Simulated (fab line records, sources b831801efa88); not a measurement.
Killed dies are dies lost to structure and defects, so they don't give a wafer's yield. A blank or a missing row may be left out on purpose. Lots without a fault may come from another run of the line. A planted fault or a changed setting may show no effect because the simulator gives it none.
One fault seen from 2 desks | flow gf180mcu | each desk has only its own numbers; what lay behind them comes last

THE METROLOGY DESK
What the gauges read, lot by lot, whatever tool the lot ran on: means of the sampled wafers that have a number. A lot is out of limits, marked OUT, if its mean lies more than 4 standard deviations from the usual mean; the brackets give that distance.
Columns: A = V1_BOW at GF_V1_BOW_MEAS_05, usual 83 um
lot  | first seen here | A
L838 | day 17 16:40    | 81
L841 | day 18 14:18    | 89
L842 | day 18 23:43    | 82
L845 | day 19 21:04    | 78
L846 | day 20 04:41    | 81
L847 | day 20 08:11    | 81
L849 | day 21 12:49    | 89
L852 | day 22 07:28    | 79
L855 | day 23 13:29    | 75
L857 | day 24 04:10    | 81
L859 | day 24 18:10    | 87
L860 | day 25 00:37    | 89
L861 | day 25 06:36    | 78
This desk's finding: nothing out of limits on any of the 13 lots.

THE TOOL OWNER'S DESK: litho_track-03
The tool's own readings at GF_M1_DEVELOP_13 (develop time 60 s): means of the sampled wafers that have a number, for each lot that ran on this tool. A lot is out of limits, marked OUT, if its mean lies more than 4 standard deviations from the usual mean; the brackets give that distance.
Columns: A = developer_temp_C at GF_M1_DEVELOP_13, usual 20.99 C
lot  | first seen here | A
L847 | day 20 06:37    | 20.99
L849 | day 21 11:18    | 21.09
L852 | day 22 05:54    | 21.72 (+6.6) OUT
L855 | day 23 11:58    | 21.86 (+7.9) OUT
L857 | day 24 02:39    | 21.87 (+8.0) OUT
This desk's finding: out of limits on L852, L855, L857; first on L852, day 22 05:54 (developer_temp_C at GF_M1_DEVELOP_13). In limits: L847, L849.

PUT TOGETHER
The tool owner's desk could have raised an alarm at day 22 05:54, on L852, L855, L857.
The metrology desk saw nothing out of limits.
The metrology desk has L852, L855, L857 on record, within its limits.
Of the lots named, all ran GF_M1_DEVELOP_13 on litho_track-03.

WHAT THE SIMULATOR HAD PUT IN
Process parameter drift: litho_track-03, from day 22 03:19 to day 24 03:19, at GF_M1_DEVELOP_13. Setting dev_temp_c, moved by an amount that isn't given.
Lots struck among those shown: L852, L855, L857.
Hours from the fault's start to each desk's first reading out of limits: the tool owner's desk, 3.
